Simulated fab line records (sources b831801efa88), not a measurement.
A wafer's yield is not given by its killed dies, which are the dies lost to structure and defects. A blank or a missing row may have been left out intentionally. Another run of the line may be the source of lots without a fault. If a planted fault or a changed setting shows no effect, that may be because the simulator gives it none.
Split-lot experiment | flow gf180mcu | 5 lots, 23 wafers read, on a route of 602 steps

== SPLIT DETAILS ==
At GF_LVPWELL_COAT_02 (resist thk 3000 nm), the setting spin-rpm was moved away from the recipe's 2000 rpm on 11 of the 23 wafers read, by -6.2% to +5.2%. The other wafers ran this setting at the recipe's value.

Reading taken at the split's own step.

== THE READING ==
coat_of_LVPWELL_COAT_02.thk-nm (the simulator's own value, which no gauge read), in nm, at GF_LVPWELL_COAT_02 (resist thk 3000 nm). The file gives no usual value for it. The 12 wafers here that ran the recipe average 3006 nm, standard deviation 11 nm.

wafer  | tool, chamber at the split | spin-rpm as run, rpm | against the recipe | coat_of_LVPWELL_COAT_02.thk-nm, nm | against lot-mates on the recipe
L074.1 | litho-track-04, 0          | 2103                 | +5.2%              | 2918                               | -68
L074.2 | litho-track-04, 0          | 2103                 | +5.2%              | 2915                               | -72
L074.3 | litho-track-04, 0          | 2103                 | +5.2%              | 2914                               | -72
L074.4 | litho-track-04, 0          | 2000                 | recipe             | 2992                               | -
L074.6 | litho-track-04, 0          | 2000                 | recipe             | 2981                               | -
L077.1 | litho-track-04, 0          | 2048                 | +2.4%              | 2977                               | -43
L077.2 | litho-track-04, 0          | 2048                 | +2.4%              | 2972                               | -48
L077.4 | litho-track-04, 0          | 2000                 | recipe             | 3014                               | -
L077.5 | litho-track-04, 0          | 2048                 | +2.4%              | 2974                               | -46
L077.6 | litho-track-04, 0          | 2000                 | recipe             | 3026                               | -
L081.2 | litho-track-04, 0          | 2000                 | recipe             | 3014                               | -
L081.4 | litho-track-04, 0          | 2000                 | recipe             | 3011                               | -
L081.6 | litho-track-04, 0          | 2000                 | recipe             | 3013                               | -
L082.1 | litho-track-01, 0          | 1907                 | -4.6%              | 3076                               | +72
L082.3 | litho-track-01, 0          | 2000                 | recipe             | 2999                               | -
L082.4 | litho-track-01, 0          | 1907                 | -4.6%              | 3071                               | +67
L082.5 | litho-track-01, 0          | 1907                 | -4.6%              | 3075                               | +71
L082.6 | litho-track-01, 0          | 2000                 | recipe             | 3009                               | -
L085.1 | litho-track-04, 0          | 2000                 | recipe             | 3009                               | -
L085.2 | litho-track-04, 0          | 1877                 | -6.2%              | 3094                               | +90
L085.3 | litho-track-04, 0          | 1877                 | -6.2%              | 3100                               | +96
L085.4 | litho-track-04, 0          | 2000                 | recipe             | 2999                               | -
L085.6 | litho-track-04, 0          | 2000                 | recipe             | 3005                               | -

FIT RESULTS
A straight line over all 23 wafers: coat_of_LVPWELL_COAT_02.thk-nm changes by -15.6 nm for each +1% of spin-rpm; r = -0.98; the points scatter about the line by 9.9 nm.
The same after taking each lot's own level away (the mean of its wafers on the recipe; 23 wafers): -14.9 nm for each +1%; r = -0.99; scatter 5.7 nm.
That fit puts the effect of the largest move of spin-rpm on the reading at 92 nm.
From 2986.5 to 3020.0 nm: that is the span of the lots' own levels, equal to 3.0 times the standard deviation above.
The two slopes are in agreement: the lot-to-lot level therefore moves the slope only a little.
Check: for one of the wafers moved furthest among these (-6.2%), held out of the fit, the line's prediction against its lot-mates is +91.8 nm. It came out at +89.7 nm against them.

== THE OTHER SPLITS THESE WAFERS WENT THROUGH ==
Before the reading, these wafers also passed through other splits. Each is held against what the fit with the lots' levels taken away leaves over:
other split on the same wafers | wafers away from the commonest value | r with coat_of_LVPWELL_COAT_02.thk-nm (lot level and that fit taken away)
GF_STI_CVD_03 temp-c           | 10                                   | +0.43
GF_STI_SOFTBAKE_08 temp-c      | 5                                    | +0.11

== THE WHOLE CHAIN: every reading that the file lists as answering this split, in the file's order ==
step                | what it does       | reading                                                                         | change (the file's fit)              | r (the file's)
GF_LVPWELL_COAT_02  | resist thk 3000 nm | coat_of_LVPWELL_COAT_02.thk-nm (the simulator's own value, which no gauge read) | -14.9 nm for each +1% of the setting | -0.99
GF_LVPWELL_STRIP_10 | strips in O2/N2    | strip-time-to-endpoint-s                                                        | withheld for each +1% of the setting | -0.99

== FILE'S OWN FIT ==
coat_of_LVPWELL_COAT_02.thk-nm changes by -14.9 nm for each +1% of spin-rpm, r = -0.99.
